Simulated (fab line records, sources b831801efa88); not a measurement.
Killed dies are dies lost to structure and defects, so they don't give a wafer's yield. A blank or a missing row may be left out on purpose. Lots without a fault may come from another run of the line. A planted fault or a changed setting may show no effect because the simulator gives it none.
fab line records | flow sky130
record lots=5 wafers=15 last_day=50
route steps=708 shown FIELD_ISO@31 NWELL@32 DNWELL@35 PWDE@45
lots that met no fault: from a run of the same line without faults
start_h: hours from the record's first day to the start of the lot's first wafer shown | wait_h: hours since the lot's step before | " the same as in the row above | L1.1+2: a row that stands for several wafers | - no value, or no start given | * or withheld: withheld | < > ~ a bound
route shown NAME@n: a module of which the file shows steps, and the number in the route of the first | usual: mean/standard deviation of fault-free wafers | same: alike in all rows | chamber/n: place in a boat | sites: the reading at each site | _std_site: their standard deviation | _edge_site: outer sites' mean less inner sites' | radius_mm: how far each site lies from the wafer's centre | mask NAME#n: copy n | behind: the tool/chamber that last shaped the wafer | hold: why the lot was held/for how many hours/how that ended | device: the transistor (n, p or np) that didn't switch | end of line: the same wafers' tests at the end of the route | a step without rows: its recipe alone | killed: dies lost to structure and defects at the first sort, not the wafer's yield | map: a wafer's dies, x killed, . not, _ none there
set.NAME: the setting as run; set.NAME@STEP: as run at that earlier step | model.NAME: the simulator's own value behind a step, which no gauge read
lots at some steps of the route; a table a step, a row a wafer
services: from which hour (start_h, from the record's first day; less than 0 if before it) a tool's chamber was out of use, for how many hours, and why
## steps
# step SKY_FIELD_ISO_WET_ETCH_30
# recipe chemistry=dHF target_depth_nm=25 target=SiO2 dilution=10:1 temp_c=25 time_s=50
# columns lot.wafer tool chamber start_h wait_h
L077.3+4+5 wet_bench-03 3 50.33 0.0
L092.3+4+6 wet_bench-01 2 129.02 0.0
L094.1+2+6 wet_bench-02 3 141.41 0.0
L095.1+4+5 wet_bench-03 1 148.37 0.0
L096.2+4+5 wet_bench-02 0 153.60 0.0
# step SKY_NWELL_CLEAN_00
# recipe chemistry=SC1/SC2 mix=1:4:20 temp_c=70 time_s=150 dry=n2_spin
# columns lot.wafer tool chamber start_h wait_h
L077.3+4+5 wet_bench-02 2 50.36 0.0
L092.3+4+6 wet_bench-02 2 129.04 0.0
L094.1+2+6 wet_bench-03 0 141.43 0.0
L095.1+4+5 wet_bench-01 3 148.39 0.0
L096.2+4+5 wet_bench-01 0 153.63 0.0
# step SKY_NWELL_OXIDATION_01
# recipe temp_c=900 ambient=O2 stabilise_s=600 purge_s=300 target_thk_a=100 ox_time_s=1418
# usual spike_tc_top_C=911/3.3 zone_power_lower_pct=17.1/1.7
# columns lot.wafer tool chamber start_h wait_h spike_tc_top_C zone_power_lower_pct
L077.3 furnace-01 0 50.41 0.0 913 15.3
L077.4 " 0 " " 913 15.6
L077.5 " 0 " " 915 15.5
L092.3 furnace-01 0 129.10 0.0 914 15.6
L092.4 " 0 " " 914 15.7
L092.6 " 0 " " 913 15.2
L094.1 furnace-01 0 144.59 3.1 914 15.7
L094.2 " 0 " " 913 15.4
L094.6 " 0 " " 914 15.7
L095.1 furnace-02 0 149.82 1.4 908 18.5
L095.4 " 0 " " 907 18.8
L095.5 " 0 " " 906 19.0
L096.2 furnace-01 0 154.20 0.5 912 15.7
L096.4 " 0 " " 912 15.5
L096.5 " 0 " " 916 15.2
# step SKY_NWELL_THK_MEAS_02
# recipe reads=SiO2_of_NWELL_OXIDATION_01
# usual NWELL_OXIDATION_THK=9.99/0.23
# columns lot.wafer tool chamber start_h wait_h NWELL_OXIDATION_THK[nm]
L077.3 film_metro-04 - 51.82 0.0 9.79
L077.4 " - " " 9.77
L077.5 " - " " 9.71
L092.3 film_metro-02 - 130.51 0.0 10.01
L092.4 " - " " 10.03
L092.6 " - " " 10.10
L094.1 film_metro-04 - 145.98 0.0 10.05
L094.2 " - " " 9.91
L094.6 " - " " 9.95
L095.1 film_metro-04 - 151.22 0.0 9.83
L095.4 " - " " 9.78
L095.5 " - " " 9.67
L096.2 film_metro-04 - 155.60 0.0 10.25
L096.4 " - " " 9.93
L096.5 " - " " 10.04
# step SKY_DNWELL_DEHYDRATE_00
# recipe temp_c=200 time_s=60
# columns lot.wafer tool chamber start_h wait_h
L077.3+4+5 litho_track-04 0 59.47 7.6
L092.3+4+6 litho_track-03 0 139.84 9.3
L094.1+2+6 litho_track-01 0 154.48 8.5
L095.1+4+5 litho_track-03 0 160.54 9.3
L096.2+4+5 litho_track-04 0 164.80 9.2
# step SKY_DNWELL_HMDS_01
# recipe prime_time_s=60 prime_temp_c=120
# columns lot.wafer tool chamber start_h wait_h
L077.3+4+5 litho_track-04 0 59.62 0.1
L092.3+4+6 litho_track-03 0 139.99 0.1
L094.1+2+6 litho_track-01 0 154.63 0.1
L095.1+4+5 litho_track-03 0 160.69 0.1
L096.2+4+5 litho_track-04 0 164.95 0.1
# step SKY_DNWELL_COAT_02
# recipe spin_rpm=2000 resist_thk_nm=3000
# columns lot.wafer tool chamber start_h wait_h
L077.3+4+5 litho_track-04 0 59.77 0.1
L092.3+4+6 litho_track-03 0 140.14 0.1
L094.1+2+6 litho_track-01 0 154.78 0.1
L095.1+4+5 litho_track-03 0 160.84 0.1
L096.2+4+5 litho_track-04 0 165.10 0.1
# step SKY_DNWELL_SOFTBAKE_03
# recipe temp_c=110 time_s=withheld
# columns lot.wafer tool chamber start_h wait_h
L077.3+4+5 litho_track-04 0 59.94 0.1
L092.3+4+6 litho_track-03 0 140.30 0.1
L094.1+2+6 litho_track-01 0 154.93 0.1
L095.1+4+5 litho_track-03 0 160.99 0.1
L096.2+4+5 litho_track-04 0 165.26 0.1
# step SKY_DNWELL_EXPOSE_04
# recipe mask_id=DNM na=0.57 target_cd_nm=3000 dose_mj=222
# columns lot.wafer tool chamber start_h wait_h mask
L077.3+4+5 iline_stepper-02 0 - - DNM#0
L092.3+4+6 iline_stepper-02 0 - - DNM#0
L094.1+2+6 iline_stepper-01 0 - - DNM#0
L095.1+4+5 iline_stepper-02 0 - - DNM#0
L096.2+4+5 iline_stepper-02 0 - - DNM#0
# step SKY_DNWELL_PEB_05
# recipe temp_c=115 time_s=withheld
# columns lot.wafer tool chamber start_h wait_h
L077.3+4+5 litho_track-01 0 - -
L092.3+4+6 litho_track-04 0 - -
L094.1+2+6 litho_track-01 0 - -
L095.1+4+5 litho_track-01 0 - -
L096.2+4+5 litho_track-03 0 - -
# step SKY_DNWELL_DEVELOP_06
# recipe wall_angle_deg=90 developer=TMAH develop_time_s=60 dev_temp_c=23
# columns lot.wafer tool chamber start_h wait_h
L077.3+4+5 litho_track-01 0 - -
L092.3+4+6 litho_track-04 0 - -
L094.1+2+6 litho_track-01 0 - -
L095.1+4+5 litho_track-01 0 - -
L096.2+4+5 litho_track-03 0 - -
# step SKY_DNWELL_IMPLANT_07
# recipe species=P energy_kev=withheld dose_cm2=withheld tilt_deg=withheld
# columns lot.wafer tool chamber start_h wait_h
L077.3+4+5 implanter-01 0 68.63 -
L092.3+4+6 implanter-04 0 149.32 -
L094.1+2+6 implanter-04 0 164.38 -
L095.1+4+5 implanter-01 0 171.38 -
L096.2+4+5 implanter-01 0 175.71 -
# step SKY_DNWELL_STRIP_08
# recipe chemistry=O2/N2 power_w=1400 pressure_mtorr=1500 platen_temp_c=withheld o2_flow_sccm=3000 n2_flow_sccm=300 overash_fraction=0.5
# usual drypump_motor_current_A=5.2/0.42 oes_product_au=0.722/0.0041 strip_time_to_endpoint_s=36.93/0.11
# columns lot.wafer tool chamber start_h wait_h drypump_motor_current_A oes_product_au rf_hours_counter_h strip_time_to_endpoint_s
L077.3 plasma_asher-04 0 68.76 0.1 5.9 0.725 - 37.20
L077.4 " 1 " " 4.8 0.721 - 37.17
L077.5 " 1 " " 4.7 0.722 - 37.07
L092.3 plasma_asher-03 0 149.46 0.1 5.5 0.733 - 36.99
L092.4 " 1 " " 5.3 0.727 - 37.00
L092.6 " 0 " " 5.5 0.729 - 37.08
L094.1 plasma_asher-04 1 164.53 0.1 4.7 0.706 5 36.85
L094.2 " 0 " " 5.9 0.717 5 36.82
L094.6 " 1 " " 4.7 0.719 - 36.88
L095.1 plasma_asher-04 1 171.53 0.1 4.7 0.724 6 36.85
L095.4 " 1 " " 4.7 0.725 - 36.89
L095.5 " 1 " " 4.7 0.713 - 36.78
L096.2 plasma_asher-01 0 175.84 0.1 4.9 0.717 50 36.89
L096.4 " 1 " " 5.1 0.724 - 36.74
L096.5 " 1 " " 5.1 0.726 - 36.79
# step SKY_DNWELL_TW_MEAS_09
# usual DNWELL_TW=1114/8.6
# columns lot.wafer tool chamber start_h wait_h DNWELL_TW
L077.3 film_metro-04 - 68.85 0.1 1114
L077.4 " - " " 1109
L077.5 " - " " 1106
L092.3 film_metro-02 - 149.54 0.1 1117
L092.4 " - " " 1123
L092.6 " - " " 1119
L094.1 film_metro-03 - 164.63 0.1 1118
L094.2 " - " " 1117
L094.6 " - " " 1119
L095.1 film_metro-04 - 171.63 0.1 1110
L095.4 " - " " 1105
L095.5 " - " " 1107
L096.2 film_metro-02 - 175.95 0.1 1112
L096.4 " - " " 1112
L096.5 " - " " 1117
# step SKY_PWDE_DEHYDRATE_00
# recipe temp_c=200 time_s=60
# columns lot.wafer tool chamber start_h wait_h
L077.3+4+5 litho_track-02 0 76.46 7.6
L092.3+4+6 litho_track-02 0 158.81 9.3
L094.1+2+6 litho_track-02 0 174.61 10.0
L095.1+4+5 litho_track-01 0 180.73 9.1
L096.2+4+5 litho_track-01 0 185.80 9.8
# step SKY_PWDE_HMDS_01
# recipe prime_time_s=60 prime_temp_c=120
# columns lot.wafer tool chamber start_h wait_h
L077.3+4+5 litho_track-02 0 76.61 0.1
L092.3+4+6 litho_track-02 0 158.96 0.1
L094.1+2+6 litho_track-02 0 174.76 0.1
L095.1+4+5 litho_track-01 0 180.88 0.1
L096.2+4+5 litho_track-01 0 185.95 0.1
# step SKY_PWDE_COAT_02
# recipe spin_rpm=2000 resist_thk_nm=3000
# columns lot.wafer tool chamber start_h wait_h
L077.3+4+5 litho_track-02 0 76.76 0.1
L092.3+4+6 litho_track-02 0 159.11 0.1
L094.1+2+6 litho_track-02 0 174.91 0.1
L095.1+4+5 litho_track-01 0 181.03 0.1
L096.2+4+5 litho_track-01 0 186.10 0.1
# step SKY_PWDE_SOFTBAKE_03
# recipe temp_c=110 time_s=withheld
# columns lot.wafer tool chamber start_h wait_h
L077.3+4+5 litho_track-02 0 76.92 0.1
L092.3+4+6 litho_track-02 0 159.27 0.1
L094.1+2+6 litho_track-02 0 175.06 0.1
L095.1+4+5 litho_track-01 0 181.18 0.1
L096.2+4+5 litho_track-01 0 186.26 0.1
# step SKY_PWDE_EXPOSE_04
# recipe mask_id=PWDEM na=0.6 source_shape=conventional sigma_outer=0.6 polarization=unpolarized target_cd_nm=840 dose_mj=214
# columns lot.wafer tool chamber start_h wait_h mask
L077.3+4+5 iline_stepper-02 0 - - PWDEM#0
L092.3+4+6 iline_stepper-02 0 - - PWDEM#0
L094.1+2+6 iline_stepper-02 0 - - PWDEM#0
L095.1+4+5 iline_stepper-01 0 - - PWDEM#0
L096.2+4+5 iline_stepper-02 0 - - PWDEM#0
# step SKY_PWDE_PEB_05
# recipe temp_c=115 time_s=withheld
# columns lot.wafer tool chamber start_h wait_h
L077.3+4+5 litho_track-02 0 - -
L092.3+4+6 litho_track-02 0 - -
L094.1+2+6 litho_track-02 0 - -
L095.1+4+5 litho_track-02 0 - -
L096.2+4+5 litho_track-03 0 - -
# step SKY_PWDE_DEVELOP_06
# recipe wall_angle_deg=90 developer=TMAH develop_time_s=60 dev_temp_c=23
# columns lot.wafer tool chamber start_h wait_h
L077.3+4+5 litho_track-02 0 - -
L092.3+4+6 litho_track-02 0 - -
L094.1+2+6 litho_track-02 0 - -
L095.1+4+5 litho_track-02 0 - -
L096.2+4+5 litho_track-03 0 - -
# step SKY_PWDE_OVL_MEAS_07
# usual PWDE_OVL=-0.9/1.5
# columns lot.wafer tool chamber start_h wait_h PWDE_OVL[nm]
L077.3 overlay-02 - 85.52 - 0.0
L077.4 " - " " -0.4
L077.5 " - " " 1.0
L092.3 overlay-01 - 169.22 - -0.9
L092.4 " - " " -0.8
L092.6 " - " " -2.5
L094.1 overlay-02 - 184.96 - -1.0
L094.2 " - " " -1.5
L094.6 " - " " 0.2
L095.1 overlay-02 - 191.96 - -3.2
L095.4 " - " " -3.3
L095.5 " - " " -2.1
L096.2 overlay-02 - 196.84 - -1.3
L096.4 " - " " -2.1
L096.5 " - " " -2.9
# step SKY_PWDE_IMPLANT_08
# recipe species=B energy_kev=150 dose_cm2=3.6e+12 tilt_deg=withheld
# columns lot.wafer tool chamber start_h wait_h
L077.3+4+5 implanter-03 0 85.59 0.1
L092.3+4+6 implanter-04 0 169.29 0.1
L094.1+2+6 implanter-04 0 184.99 0.0
L095.1+4+5 implanter-03 0 191.99 0.0
L096.2+4+5 implanter-04 0 196.90 0.0
# step SKY_PWDE_STRIP_09
# recipe chemistry=O2/N2 power_w=1400 pressure_mtorr=1500 platen_temp_c=withheld o2_flow_sccm=3000 n2_flow_sccm=300 overash_fraction=0.5
# usual drypump_motor_current_A=5.5/0.58 oes_product_au=0.722/0.0044 strip_time_to_endpoint_s=36.88/0.1
# columns lot.wafer tool chamber start_h wait_h drypump_motor_current_A oes_product_au rf_hours_counter_h strip_time_to_endpoint_s
L077.3 plasma_asher-04 0 85.73 0.1 5.9 0.724 - 36.97
L077.4 " 1 " " 4.7 0.729 - 37.00
L077.5 " 1 " " 4.7 0.723 - 37.01
L092.3 plasma_asher-02 0 169.43 0.1 6.3 0.719 - 36.90
L092.4 " 1 " " 5.5 0.722 - 36.85
L092.6 " 0 " " 6.3 0.731 - 36.87
L094.1 plasma_asher-02 1 185.14 0.1 5.6 0.719 46 36.81
L094.2 " 0 " " 6.3 0.717 46 36.88
L094.6 " 0 " " 6.3 0.713 - 36.85
L095.1 plasma_asher-04 0 192.14 0.1 5.9 0.727 8 36.83
L095.4 " 1 " " 4.7 0.720 - 36.86
L095.5 " 0 " " 5.9 0.722 - 36.95
L096.2 plasma_asher-02 0 197.02 0.1 6.4 0.720 47 36.69
L096.4 " 1 " " 5.6 0.725 - 36.75
L096.5 " 0 " " 6.3 0.723 - 36.72
# step SKY_PWDE_TW_MEAS_10
# usual PWDE_TW=373.6/1.9
# columns lot.wafer tool chamber start_h wait_h PWDE_TW
L077.3 film_metro-04 - 85.81 0.1 375.5
L077.4 " - " " 372.5
L077.5 " - " " 372.9
L092.3 film_metro-03 - 169.51 0.1 377.2
L092.4 " - " " 374.9
L092.6 " - " " 374.1
L094.1 film_metro-03 - 185.24 0.1 376.2
L094.2 " - " " 373.6
L094.6 " - " " 375.1
L095.1 film_metro-03 - 192.24 0.1 374.9
L095.4 " - " " 373.4
L095.5 " - " " 375.8
L096.2 film_metro-02 - 197.13 0.1 374.1
L096.4 " - " " 370.6
L096.5 " - " " 372.6
# step SKY_NWELL_DEHYDRATE_03
# recipe temp_c=200 time_s=60
# columns lot.wafer tool chamber start_h wait_h
L077.3+4+5 litho_track-02 0 94.41 8.6
L092.3+4+6 litho_track-03 0 178.84 9.3
L094.1+2+6 litho_track-04 0 195.67 10.4
L095.1+4+5 litho_track-02 0 202.31 10.1
L096.2+4+5 litho_track-02 0 207.43 10.3
# step SKY_NWELL_HMDS_04
# recipe prime_time_s=60 prime_temp_c=120
# columns lot.wafer tool chamber start_h wait_h
L077.3+4+5 litho_track-02 0 94.56 0.1
L092.3+4+6 litho_track-03 0 178.99 0.1
L094.1+2+6 litho_track-04 0 195.82 0.1
L095.1+4+5 litho_track-02 0 202.46 0.1
L096.2+4+5 litho_track-02 0 207.58 0.1
# step SKY_NWELL_COAT_05
# recipe spin_rpm=2000 resist_thk_nm=3000
# columns lot.wafer tool chamber start_h wait_h
L077.3+4+5 litho_track-02 0 94.71 0.1
L092.3+4+6 litho_track-03 0 179.14 0.1
L094.1+2+6 litho_track-04 0 195.97 0.1
L095.1+4+5 litho_track-02 0 202.61 0.1
L096.2+4+5 litho_track-02 0 207.73 0.1
# step SKY_NWELL_SOFTBAKE_06
# recipe temp_c=110 time_s=withheld
# columns lot.wafer tool chamber start_h wait_h
L077.3+4+5 litho_track-02 0 94.87 0.1
L092.3+4+6 litho_track-03 0 179.30 0.1
L094.1+2+6 litho_track-04 0 196.12 0.1
L095.1+4+5 litho_track-02 0 202.76 0.1
L096.2+4+5 litho_track-02 0 207.89 0.1
# step SKY_NWELL_EXPOSE_07
# recipe mask_id=NWM na=0.6 source_shape=conventional sigma_outer=0.6 polarization=unpolarized target_cd_nm=840 dose_mj=255
# columns lot.wafer tool chamber start_h wait_h mask
L077.3+4+5 iline_stepper-02 0 - - NWM#0
L092.3+4+6 iline_stepper-01 0 - - NWM#0
L094.1+2+6 iline_stepper-01 0 - - NWM#0
L095.1+4+5 iline_stepper-02 0 - - NWM#0
L096.2+4+5 iline_stepper-01 0 - - NWM#0
# step SKY_NWELL_PEB_08
# recipe temp_c=115 time_s=withheld
# columns lot.wafer tool chamber start_h wait_h
L077.3+4+5 litho_track-04 0 - -
L092.3+4+6 litho_track-03 0 - -
L094.1+2+6 litho_track-04 0 - -
L095.1+4+5 litho_track-02 0 - -
L096.2+4+5 litho_track-03 0 - -
# step SKY_NWELL_DEVELOP_09
# recipe wall_angle_deg=90 developer=TMAH develop_time_s=60 dev_temp_c=23
# columns lot.wafer tool chamber start_h wait_h
L077.3+4+5 litho_track-04 0 - -
L092.3+4+6 litho_track-03 0 - -
L094.1+2+6 litho_track-04 0 - -
L095.1+4+5 litho_track-02 0 - -
L096.2+4+5 litho_track-03 0 - -
# step SKY_NWELL_OVL_MEAS_10
# usual NWELL_00_OVL=-0.5/2.6
# columns lot.wafer tool chamber start_h wait_h NWELL_00_OVL[nm]
L077.3 overlay-02 - 103.83 - -1.5
L077.4 " - " " -0.5
L077.5 " - " " -2.1
L092.3 overlay-02 - 189.60 - 3.1
L092.4 " - " " 2.5
L092.6 " - " " 2.7
L094.1 overlay-02 - 206.72 - 1.7
L094.2 " - " " 0.4
L094.6 " - " " 1.6
L095.1 overlay-02 - 213.71 - -3.8
L095.4 " - " " -6.3
L095.5 " - " " -4.4
L096.2 overlay-02 - 218.99 - 2.2
L096.4 " - " " 3.1
L096.5 " - " " 2.9
# step SKY_NWELL_IMPLANT_11
# recipe species=P energy_kev=400 dose_cm2=1.9e+13 tilt_deg=withheld
# columns lot.wafer tool chamber start_h wait_h
L077.3+4+5 implanter-02 0 103.91 0.1
L092.3+4+6 implanter-01 0 189.67 0.1
L094.1+2+6 implanter-01 0 206.76 0.0
L095.1+4+5 implanter-03 0 213.74 0.0
L096.2+4+5 implanter-02 0 219.05 0.0
# step SKY_NWELL_IMPLANT_12
# recipe species=P energy_kev=120 dose_cm2=1.3e+12 tilt_deg=withheld
# columns lot.wafer tool chamber start_h wait_h
L077.3+4+5 implanter-02 0 104.06 0.1
L092.3+4+6 implanter-01 0 189.82 0.1
L094.1+2+6 implanter-01 0 206.91 0.1
L095.1+4+5 implanter-03 0 213.89 0.1
L096.2+4+5 implanter-02 0 219.20 0.1
# step SKY_NWELL_IMPLANT_13
# recipe species=P energy_kev=50 dose_cm2=7e+11 tilt_deg=withheld
# columns lot.wafer tool chamber start_h wait_h
L077.3+4+5 implanter-02 0 104.21 0.1
L092.3+4+6 implanter-01 0 189.97 0.1
L094.1+2+6 implanter-01 0 207.06 0.1
L095.1+4+5 implanter-03 0 214.04 0.1
L096.2+4+5 implanter-02 0 219.35 0.1
# step SKY_NWELL_STRIP_14
# recipe chemistry=O2/N2 power_w=1400 pressure_mtorr=1500 platen_temp_c=withheld o2_flow_sccm=3000 n2_flow_sccm=300 overash_fraction=0.5
# usual drypump_motor_current_A=5.6/0.5 oes_product_au=0.722/0.0044 strip_time_to_endpoint_s=36.89/0.096
# columns lot.wafer tool chamber start_h wait_h drypump_motor_current_A oes_product_au rf_hours_counter_h strip_time_to_endpoint_s
L077.3 plasma_asher-03 1 104.34 0.1 5.3 0.720 - 36.83
L077.4 " 0 " " 5.5 0.722 - 36.76
L077.5 " 1 " " 5.4 0.719 - 36.72
L092.3 plasma_asher-03 0 190.10 0.1 5.5 0.719 - 36.95
L092.4 " 1 " " 5.3 0.723 - 36.88
L092.6 " 0 " " 5.5 0.730 - 36.96
L094.1 plasma_asher-02 1 207.21 0.1 5.6 0.727 48 36.82
L094.2 " 0 " " 6.3 0.721 48 36.88
L094.6 " 0 " " 6.3 0.726 - 36.70
L095.1 plasma_asher-02 1 214.19 0.1 5.6 0.719 49 36.88
L095.4 " 0 " " 6.3 0.722 - 36.93
L095.5 " 0 " " 6.3 0.724 - 36.84
L096.2 plasma_asher-03 1 219.47 0.1 5.3 0.724 41 36.73
L096.4 " 0 " " 5.5 0.719 - 36.84
L096.5 " 1 " " 5.3 0.716 - 36.88
# step SKY_NWELL_TW_MEAS_15
# usual NWELL_TW=1814/7.2
# columns lot.wafer tool chamber start_h wait_h NWELL_TW
L077.3 film_metro-04 - 104.43 0.1 1813
L077.4 " - " " 1803
L077.5 " - " " 1807
L092.3 film_metro-04 - 190.19 0.1 1812
L092.4 " - " " 1808
L092.6 " - " " 1810
L094.1 film_metro-04 - 207.31 0.1 1810
L094.2 " - " " 1812
L094.6 " - " " 1819
L095.1 film_metro-04 - 214.29 0.1 1808
L095.4 " - " " 1809
L095.5 " - " " 1817
L096.2 film_metro-02 - 219.58 0.1 1812
L096.4 " - " " 1811
L096.5 " - " " 1812
# step SKY_NWELL_DEHYDRATE_16
# recipe temp_c=200 time_s=60
# columns lot.wafer tool chamber start_h wait_h
L077.3+4+5 litho_track-04 0 113.17 8.7
L092.3+4+6 litho_track-03 0 200.34 10.1
L094.1+2+6 litho_track-02 0 217.61 10.3
L095.1+4+5 litho_track-03 0 224.88 10.6
L096.2+4+5 litho_track-04 0 230.45 10.9
# step SKY_NWELL_HMDS_17
# recipe prime_time_s=60 prime_temp_c=120
# columns lot.wafer tool chamber start_h wait_h
L077.3+4+5 litho_track-04 0 113.32 0.1
L092.3+4+6 litho_track-03 0 200.49 0.1
L094.1+2+6 litho_track-02 0 217.76 0.1
L095.1+4+5 litho_track-03 0 225.03 0.1
L096.2+4+5 litho_track-04 0 230.60 0.1
# step SKY_NWELL_COAT_18
# recipe spin_rpm=2000 resist_thk_nm=3000
# columns lot.wafer tool chamber start_h wait_h
L077.3+4+5 litho_track-04 0 113.47 0.1
L092.3+4+6 litho_track-03 0 200.64 0.1
L094.1+2+6 litho_track-02 0 217.91 0.1
L095.1+4+5 litho_track-03 0 225.18 0.1
L096.2+4+5 litho_track-04 0 230.75 0.1
# step SKY_NWELL_SOFTBAKE_19
# recipe temp_c=110 time_s=withheld
# columns lot.wafer tool chamber start_h wait_h
L077.3+4+5 litho_track-04 0 113.64 0.1
L092.3+4+6 litho_track-03 0 200.80 0.1
L094.1+2+6 litho_track-02 0 218.06 0.1
L095.1+4+5 litho_track-03 0 225.33 0.1
L096.2+4+5 litho_track-04 0 230.91 0.1
# step SKY_NWELL_EXPOSE_20
# recipe mask_id=NWM_COMPLEMENT na=0.6 source_shape=conventional sigma_outer=0.6 polarization=unpolarized target_cd_nm=840 dose_mj=260
# columns lot.wafer tool chamber start_h wait_h mask
L077.3+4+5 iline_stepper-02 0 - - NWM_COMPLEMENT#0
L092.3+4+6 iline_stepper-01 0 - - NWM_COMPLEMENT#0
L094.1+2+6 iline_stepper-01 0 - - NWM_COMPLEMENT#0
L095.1+4+5 iline_stepper-02 0 - - NWM_COMPLEMENT#0
L096.2+4+5 iline_stepper-01 0 - - NWM_COMPLEMENT#0
# step SKY_NWELL_PEB_21
# recipe temp_c=115 time_s=withheld
# columns lot.wafer tool chamber start_h wait_h
L077.3+4+5 litho_track-04 0 - -
L092.3+4+6 litho_track-02 0 - -
L094.1+2+6 litho_track-02 0 - -
L095.1+4+5 litho_track-02 0 - -
L096.2+4+5 litho_track-04 0 - -
# step SKY_NWELL_DEVELOP_22
# recipe wall_angle_deg=90 developer=TMAH develop_time_s=60 dev_temp_c=23
# columns lot.wafer tool chamber start_h wait_h
L077.3+4+5 litho_track-04 0 - -
L092.3+4+6 litho_track-02 0 - -
L094.1+2+6 litho_track-02 0 - -
L095.1+4+5 litho_track-02 0 - -
L096.2+4+5 litho_track-04 0 - -
# step SKY_NWELL_OVL_MEAS_23
# usual NWELL_01_OVL=-0.1/1.6
# columns lot.wafer tool chamber start_h wait_h NWELL_01_OVL[nm]
L077.3 overlay-01 - 122.38 - -1.7
L077.4 " - " " 0.8
L077.5 " - " " 1.1
L092.3 overlay-02 - 211.57 - -3.7
L092.4 " - " " -4.4
L092.6 " - " " -1.2
L094.1 overlay-02 - 229.26 - -1.0
L094.2 " - " " -1.8
L094.6 " - " " 1.0
L095.1 overlay-02 - 237.21 - 0.9
L095.4 " - " " 0.1
L095.5 " - " " 1.8
L096.2 overlay-01 - 242.03 - -3.0
L096.4 " - " " -0.2
L096.5 " - " " -1.6
# step SKY_NWELL_IMPLANT_24
# recipe species=B energy_kev=140 dose_cm2=9.2e+12 tilt_deg=withheld
# columns lot.wafer tool chamber start_h wait_h
L077.3+4+5 implanter-02 0 122.46 0.1
L092.3+4+6 implanter-03 0 211.64 0.1
L094.1+2+6 implanter-03 0 229.29 0.0
L095.1+4+5 implanter-01 0 237.24 0.0
L096.2+4+5 implanter-03 0 242.08 0.0
# step SKY_NWELL_STRIP_25
# recipe chemistry=O2/N2 power_w=1400 pressure_mtorr=1500 platen_temp_c=withheld o2_flow_sccm=3000 n2_flow_sccm=300 overash_fraction=0.5
# usual drypump_motor_current_A=5.5/0.44 oes_product_au=0.722/0.0047 strip_time_to_endpoint_s=36.92/0.12
# columns lot.wafer tool chamber start_h wait_h drypump_motor_current_A oes_product_au rf_hours_counter_h strip_time_to_endpoint_s
L077.3 plasma_asher-03 1 122.59 0.1 5.4 0.722 - 36.95
L077.4 " 0 " " 5.5 0.720 - 36.89
L077.5 " 0 " " 5.5 0.722 - 36.84
L092.3 plasma_asher-04 1 211.78 0.1 4.7 0.721 - 36.93
L092.4 " 0 " " 5.9 0.721 - 36.80
L092.6 " 1 " " 4.7 0.722 - 36.67
L094.1 plasma_asher-04 1 229.44 0.1 4.7 0.719 11 36.83
L094.2 " 0 " " 5.9 0.723 11 36.82
L094.6 " 1 " " 4.7 0.717 - 36.84
L095.1 plasma_asher-04 0 237.39 0.1 5.9 0.714 12 36.77
L095.4 " 1 " " 4.7 0.721 - 36.66
L095.5 " 1 " " 4.7 0.724 - 36.83
L096.2 plasma_asher-04 1 242.21 0.1 4.7 0.734 13 36.80
L096.4 " 1 " " 4.7 0.724 - 36.97
L096.5 " 0 " " 6.0 0.728 - 36.90
# step SKY_NWELL_TW_MEAS_26
# usual NWELL_2_TW=495.8/2.4
# columns lot.wafer tool chamber start_h wait_h NWELL_2_TW
L077.3 film_metro-02 - 122.68 0.1 493.9
L077.4 " - " " 495.2
L077.5 " - " " 495.1
L092.3 film_metro-04 - 211.86 0.1 496.1
L092.4 " - " " 497.8
L092.6 " - " " 496.6
L094.1 film_metro-03 - 229.54 0.1 500.4
L094.2 " - " " 495.0
L094.6 " - " " 499.8
L095.1 film_metro-03 - 237.49 0.1 498.0
L095.4 " - " " 495.0
L095.5 " - " " 495.5
L096.2 film_metro-02 - 242.32 0.1 495.0
L096.4 " - " " 494.6
L096.5 " - " " 493.1
# step SKY_NWELL_CLEAN_27
# recipe chemistry=SC1/SC2 mix=1:4:20 temp_c=70 time_s=150 dry=n2_spin
# columns lot.wafer tool chamber start_h wait_h
L077.3+4+5 wet_bench-02 2 122.72 0.0
L092.3+4+6 wet_bench-02 0 211.90 0.0
L094.1+2+6 wet_bench-01 1 229.60 0.1
L095.1+4+5 wet_bench-01 3 237.55 0.1
L096.2+4+5 wet_bench-01 3 242.37 0.0
# step SKY_NWELL_RTA_28
# recipe temp_c=1050 time_s=30 idle_temp_c=650 ramp_up_c_per_s=150 ramp_down_c_per_s=90 ambient=N2
# usual lamp_power_pct=25.30/0.053 wafer_temp_C_max=1054.9/0.94
# columns lot.wafer tool chamber start_h wait_h lamp_power_pct wafer_temp_C_max
L077.3 rtp_anneal-01 0 122.81 0.0 25.35 1054.6
L077.4 " 0 " " 25.30 1054.3
L077.5 " 0 " " 25.40 1054.5
L092.3 rtp_anneal-01 0 211.99 0.0 25.32 1053.8
L092.4 " 0 " " 25.29 1054.7
L092.6 " 0 " " 25.27 1053.7
L094.1 rtp_anneal-01 0 229.66 0.0 25.30 1054.9
L094.2 " 0 " " 25.35 1054.6
L094.6 " 0 " " 25.34 1055.4
L095.1 rtp_anneal-02 0 237.65 0.0 25.29 1056.3
L095.4 " 0 " " 25.27 1053.4
L095.5 " 0 " " 25.27 1054.4
L096.2 rtp_anneal-01 0 242.48 0.0 25.32 1055.3
L096.4 " 0 " " 25.39 1055.9
L096.5 " 0 " " 25.27 1055.7
## services
# columns tool chamber start_h hours kind
implanter-03 - 28.61 2.2 repair
plasma_asher-04 - 40.07 2.8 pm
implanter-01 - 64.90 1.7 repair
implanter-02 - 67.74 2.8 repair
plasma_asher-02 - 71.87 6.2 repair
plasma_asher-01 - 74.16 14.6 pm
implanter-02 - 76.12 6.5 repair
plasma_asher-02 - 77.54 21.4 repair
implanter-03 - 86.51 3.7 pm
furnace-02 - 89.81 3.1 pm
furnace-01 - 97.66 3.4 pm
plasma_asher-04 - 108.75 9.0 pm
iline_stepper-02 - 114.38 1.7 pm
implanter-03 - 116.91 1.0 repair
implanter-03 - 132.59 3.5 pm
furnace-02 - 135.44 3.2 pm
iline_stepper-01 - 136.88 8.9 pm
wet_bench-03 - 150.59 4.4 pm
iline_stepper-01 - 152.62 1.7 pm
furnace-01 - 163.77 4.6 pm
plasma_asher-02 - 193.87 1.8 repair
implanter-01 - 207.55 9.7 pm
implanter-01 - 217.20 2.9 pm
implanter-01 - 237.98 3.6 pm
## key
fault none
